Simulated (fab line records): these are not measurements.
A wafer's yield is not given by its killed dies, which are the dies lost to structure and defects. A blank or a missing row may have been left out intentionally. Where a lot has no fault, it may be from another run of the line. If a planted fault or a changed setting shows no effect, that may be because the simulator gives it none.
Matching of chambers | flow sfq line | SFQ_TRILAYER_L0_CAP_PECVD_011 on pecvd-02 has 3 sister chambers
The step deposits SiO2 from SiH4/N2O, time 13.333 s, target thk 60 nm. 14 wafers are shown with their chamber, then 7 later ones without.

## EACH WAFER AND ITS CHAMBER
wafer  | chamber | heater power outer w (W) | heater power w (W) | throttle valve pct (%)
L380.1 | 2       | 37                       | 91                 | 26.3
L380.2 | 0       | 16                       | 66                 | 24.9
L380.3 | 1       | 23                       | 69                 | 25.7
L383.2 | 2       | 37                       | 93                 | 25.9
L383.3 | 1       | 23                       | 67                 | 25.4
L383.6 | 2       | 36                       | 95                 | 25.8
L384.2 | 0       | 15                       | 65                 | 25.2
L384.4 | 1       | 17                       | 58                 | 25.4
L384.6 | 2       | 33                       | 90                 | 26.1
L385.1 | 1       | 21                       | 65                 | 25.6
L385.4 | 2       | 35                       | 89                 | 25.9
L385.5 | 1       | 21                       | 66                 | 25.6
L398.3 | 2       | 41                       | 100                | 25.9
L398.5 | 1       | 22                       | 66                 | 25.7

SIGNATURES (means of the wafers above)
reading              | chamber 0 | chamber 1 | chamber 2 | scatter within a chamber
heater power outer w | 15.50     | 21.17     | 36.50     | 2.35
heater power w       | 65.50     | 65.17     | 93.00     | 3.73
throttle valve pct   | 25.050    | 25.567    | 25.983    | 0.167
Rule: for a wafer and a chamber, the distance is found by dividing, reading by reading, the gap between the wafer's reading and the chamber's mean by the reading's scatter, squaring, summing and taking the root. The wafer belongs to the nearest chamber; if the next one is less than 2 further off, it can't be placed. The scatter is the square root of a quotient: the sum, over the shown wafers, of each reading's squared deviation from its chamber's mean, divided by wafers minus chambers.

## WAFERS WHOSE CHAMBER IS MISSING
wafer  | heater power outer w (W) | heater power w (W) | throttle valve pct (%)
L398.6 | 40                       | 101                | 25.8
L400.3 | 40                       | 94                 | 25.8
L400.4 | 39                       | 98                 | 26.0
L400.6 | 14                       | 64                 | 24.9
L401.2 | 19                       | 69                 | 24.7
L401.3 | 40                       | 97                 | 25.9
L401.4 | 40                       | 98                 | 26.1

## WHICH CHAMBER EACH ONE RAN IN
wafer  | from the rows above | in truth
L398.6 | 2                   | 2
L400.3 | 2                   | 2
L400.4 | 2                   | 2
L400.6 | 0                   | 0
L401.2 | 0                   | 0
L401.3 | 2                   | 2
L401.4 | 2                   | 2
Correct placement for 7 of the 7. Number that these rows cannot place: 0. 0 placed wrongly.
